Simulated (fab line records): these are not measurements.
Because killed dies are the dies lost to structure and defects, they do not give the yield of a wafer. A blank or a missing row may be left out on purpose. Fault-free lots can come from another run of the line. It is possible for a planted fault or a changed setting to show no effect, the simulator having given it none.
8D (eight disciplines) problem report, filled in by code :: flow sky130 :: the parts of the form that need people (team, actions taken, sign-off) are left out

== 1. WHAT IS WRONG ==
CAPM_TIN_RS at SKY_CAPM_RS_MEAS_03 reads a mean of 7.42 ohm/sq on 2 wafers of 1 lot; wafers without a fault read 6.92 ohm/sq with a standard deviation of 0.11. That puts it +4.6 standard deviations away from the usual mean.
The step: measures by four-point-probe.
Seen first at day 40 09:08 on filmMetro-02, wafer L748.1. The record has a number at this step for 30 wafers belonging to 10 lots. Rule for "out" (also "out of limits"): further than 4 standard deviations from the usual mean. All remaining wafers that have a number are taken as sound.

== 2. WHAT IT IS, WHAT IT ISN'T ==
question: which readings at this step
is: CAPM_TIN_RS
is not: -

question: which lots
is: L748
is not: L739, L743, L746, L747, L751, L755, L756, L757, L759

question: which wafers of those lots
is: L748.1, L748.6
is not: L748.4

question: read on which gauges
is: filmMetro-02
is not: filmMetro-01, filmMetro-03

question: when
is: from day 40 09:08
is not: up to then (13 sound wafers); but 15 sound wafers of L751, L755, L756, L757, L759 came after

== 3. THE SUSPECTS, EACH WITH WHAT RULES IT OUT ==
Counting: if a tool at a process step up to the reading ran every lot that is out, it stays a suspect. Sound lots after the first of them don't rule it out here, since some wafers of a struck lot are sound.
- the gauge at SKY_CAPM_RS_MEAS_03: kept. All the wafers that are out were read on filmMetro-02, and no step on other tools shows them out.
- pvdSputter-03 at SKY_METAL3_SPUTTER_02 (material AlCu, target thk 735 nm, time 39.1 s): kept. It ran the lot that is out, L748 (day 40 08:50).
- pecvd-03 at SKY_CAPM_CVD_00 (deposits SiO2, target thk 15.5 nm): kept. It ran the lot that is out, L748 (day 40 08:56).
- pvdSputter-04 at SKY_CAPM_SPUTTER_02 (material TiN, target thk 200 nm, time 166.7 s): kept. The lot that is out, L748, ran on it at day 40 09:01; the last sound lot it ran before that was L747, at day 40 05:49.
- Within pecvd-03 at SKY_CAPM_CVD_00, the wafers that are out were processed in chamber 1 and their sound lot-mates in chamber 2.
Left after counting: pvdSputter-03 at SKY_METAL3_SPUTTER_02, pecvd-03 at SKY_CAPM_CVD_00, pvdSputter-04 at SKY_CAPM_SPUTTER_02, filmMetro-02 at SKY_CAPM_RS_MEAS_03.

== 4. THE CAUSE (what the simulator had put in) ==
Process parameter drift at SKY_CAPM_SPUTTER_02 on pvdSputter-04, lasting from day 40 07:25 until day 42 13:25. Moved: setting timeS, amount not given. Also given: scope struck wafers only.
Of the 4 suspects that counting leaves, this tool is one.

== 5. THE EFFECT CHAIN, in route order ==
Rows list readings where the struck wafers' mean (over those with a number) sits beyond 3 standard deviations from the usual. Scope: only readings with a usual standard deviation given in the record; hours: median across lots of the time from each lot's start at the first step in this table that gives one to its start at this step; sigmas: change in usual standard deviations.
hours: 0
step: SKY_CAPM_RS_MEAS_03
reading: CAPM_TIN_RS
usual: 6.92 ohm/sq
on struck wafers: 7.42
change: +0.50
sigmas: +4.6

hours: 0
step: SKY_CAPM_THK_MEAS_04
reading: CAPM_TIN_THK
usual: 201 nm
on struck wafers: 188
change: -14
sigmas: -4.2

hours: 24
step: SKY_CAPM_METAL_ETCH_13
reading: oesProductAu
usual: 0.940 a.u.
on struck wafers: 0.899
change: -0.041
sigmas: -4.3
Here are the process steps it includes:
- SKY_CAPM_METAL_ETCH_13: etches TiN in Cl2/BCl3, stops on SiO2, target depth 220 nm, time 62.9 s.

== 6. HOW IT WOULD HAVE BEEN CAUGHT EARLIER ==
2 hours passed between the start of the fault at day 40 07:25 and the first reading out of limits at a measuring or inspecting step in this record, taken at day 40 09:08.
An alarm limit of 4 standard deviations would not have fired on the tool readings at SKY_CAPM_SPUTTER_02 for which the record gives a usual standard deviation, since none of them was out on any struck wafer.
Lots out: 1; all had begun SKY_CAPM_SPUTTER_02 on pvdSputter-04 by day 40 09:08. Tool hold at that time: it would have spared none of them.
